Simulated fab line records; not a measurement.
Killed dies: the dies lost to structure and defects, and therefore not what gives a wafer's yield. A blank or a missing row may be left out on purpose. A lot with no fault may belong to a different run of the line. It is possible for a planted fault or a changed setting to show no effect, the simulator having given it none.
8D (eight disciplines) problem report, filled in by code | flow sky130 | the parts of the form that need people (team, actions taken, sign-off) are left out

1. PROBLEM STATEMENT
Across 4 wafers from 3 lots, CONTACT_HDPCVD_THK at SKY_CONTACT_THK_MEAS_03 averages 530 nm, while fault-free wafers read 564 nm with a standard deviation of 5.4. Relative to the usual mean, that is a shift of -6.2 standard deviations.
Seen first at day 34 10:35 on filmMetro-02, wafer L111.5. The record holds 33 wafers of 11 lots with a number at this step. Rule for "out" (also "out of limits"): further than 4 standard deviations from the usual mean. The rest of the wafers with a number are treated as sound.

2. WHAT IT IS, AND WHAT IT ISN'T
question                    | is                             | is not
which readings at this step | CONTACT_HDPCVD_THK             | -
which lots                  | L111, L112, L113               | L100, L104, L107, L108, L116, L121, L122, L123
which wafers of those lots  | L111.5, L112.4, L112.5, L113.5 | L111.1, L111.3, L112.3, L113.2, L113.3
read on which gauges        | filmMetro-02, filmMetro-03     | filmMetro-04
when                        | from day 34 10:35              | up to then (14 sound wafers); but 15 sound wafers of L112, L113, L116, L121, L122, L123 came after

3. THE SUSPECTS, EACH WITH WHAT RULES IT OUT
Counting: a tool at a process step up to the reading stays a suspect if it ran every lot that is out. Sound lots after the first of them don't rule it out here, since some wafers of a struck lot are sound.
- the gauge at SKY_CONTACT_THK_MEAS_03 has been ruled out. 2 gauges (filmMetro-02, filmMetro-03) read the wafers that are out.
- hdpcvd-01 at SKY_CONTACT_HDPCVD_02 (deposits SiO2, target thk 565 nm, time 94.2 s): kept. It ran every lot that is out, first L111 (day 34 10:31); its last sound lot up to then is L108 (day 33 14:03). Its own runLengthS readings are out on those wafers.
After counting, what remains is hdpcvd-01 at SKY_CONTACT_HDPCVD_02.

4. THE CAUSE (what the simulator had put in)
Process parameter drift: hdpcvd-01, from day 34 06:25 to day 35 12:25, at SKY_CONTACT_HDPCVD_02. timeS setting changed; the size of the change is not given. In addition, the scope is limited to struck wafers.
This tool alone remained once counting was done.

5. THE CHAIN OF EFFECTS, in route order
Each row: a reading whose mean over the struck wafers that have a number lies more than 3 standard deviations from the usual. Only readings for which the record gives a usual standard deviation are gone through. hours: the time from each lot's start at the first step in this table that gives one to its start at this step, as a median over the lots. sigmas: the change in usual standard deviations.
hours | step                    | reading            | usual   | on struck wafers | change | sigmas
0     | SKY_CONTACT_HDPCVD_02   | runLengthS         | 121.7 s | 116.4            | -5.3   | -12
0     | SKY_CONTACT_THK_MEAS_03 | CONTACT_HDPCVD_THK | 564 nm  | 530              | -34    | -6.2
Here are the process steps it includes:
- SKY_CONTACT_HDPCVD_02: deposits SiO2, target thk 565 nm, time 94.2 s.

6. HOW IT WOULD HAVE BEEN CAUGHT EARLIER
Counted from the fault's start at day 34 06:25, it took 4 hours until the first out-of-limits reading at a measuring or inspecting step in this record, taken at day 34 10:35.
The tool's own readings at SKY_CONTACT_HDPCVD_02 were out on every struck wafer that the step has a row for (runLengthS): an alarm limit on them would have fired on the first of those.
L112, L113, from the lots that are out (3), started SKY_CONTACT_HDPCVD_02 on hdpcvd-01 later than day 34 10:35. A hold on the tool at that time would have spared those 2.
